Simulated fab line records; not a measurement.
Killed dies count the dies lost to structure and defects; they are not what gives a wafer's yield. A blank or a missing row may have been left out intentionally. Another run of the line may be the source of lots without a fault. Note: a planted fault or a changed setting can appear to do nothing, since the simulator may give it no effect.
Chamber matching ; flow gf180mcu ; GF_POLY_GATE_ETCH_12 on rie-diel-03 has 4 sister chambers
The step etches BARC in N2/H2. 18 wafers are shown with their chamber, then 9 later ones without.

WAFERS WITH THEIR CHAMBER
wafer;chamber;drypump-motor-current-A (A);throttle-valve-pct (%);oes-product-au (a.u.)
L075.2;1;5.2;13.218;0.743
L075.3;3;5.0;13.209;0.733
L075.6;3;5.0;13.231;0.741
L078.2;0;5.6;13.218;0.737
L078.3;1;5.2;13.209;0.729
L078.5;3;5.0;13.209;0.731
L080.1;0;5.6;13.220;0.732
L080.2;3;5.0;13.214;0.722
L080.3;2;5.6;13.210;0.741
L083.2;2;5.6;13.240;0.728
L083.5;0;5.6;13.214;0.730
L083.6;1;5.2;13.227;0.745
L084.2;2;5.5;13.218;0.740
L084.4;1;5.2;13.204;0.735
L084.6;2;5.6;13.216;0.736
L086.1;1;5.2;13.224;0.732
L086.2;3;5.0;13.211;0.744
L086.3;0;5.6;13.217;0.733

SIGNATURES (averages over the wafers above)
reading;chamber 0;chamber 1;chamber 2;chamber 3;scatter within a chamber
drypump-motor-current-A;5.600;5.200;5.575;5.000;0.0231
throttle-valve-pct;13.21725;13.21640;13.22100;13.21480;0.00949
oes-product-au;0.73300;0.73680;0.73625;0.73420;0.00669
Rule: a wafer lies at a distance from a chamber equal to the root of the sum of squares, over the readings, of (its reading less the chamber's mean, divided by the reading's scatter). The wafer belongs to the nearest chamber; if the next one is less than 2 further off, it can't be placed. The scatter is the square root of a quotient: the sum, over the shown wafers, of each reading's squared deviation from its chamber's mean, divided by wafers minus chambers.

WAFERS WITHOUT THEIR CHAMBER
wafer;drypump-motor-current-A (A);throttle-valve-pct (%);oes-product-au (a.u.)
L088.1;5.6;13.212;0.739
L088.3;5.2;13.217;0.734
L088.4;5.0;13.221;0.746
L091.3;5.5;13.208;0.728
L091.4;5.6;13.218;0.737
L091.5;5.0;13.215;0.733
L092.2;5.0;13.208;0.733
L092.3;5.6;13.198;0.730
L092.4;5.5;13.215;0.731

THE CHAMBER EACH PASSED THROUGH
wafer;from the rows above;in truth
L088.1;can't be placed: 0 or 2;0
L088.3;1;1
L088.4;3;3
L091.3;can't be placed: 2 or 0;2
L091.4;can't be placed: 0 or 2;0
L091.5;3;3
L092.2;3;3
L092.3;can't be placed: 0 or 2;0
L092.4;can't be placed: 2 or 0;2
Placed correctly: 4 of 9. From these rows, 5 cannot be placed; in 5 the true chamber is one of the candidates. Placed wrongly: 0.
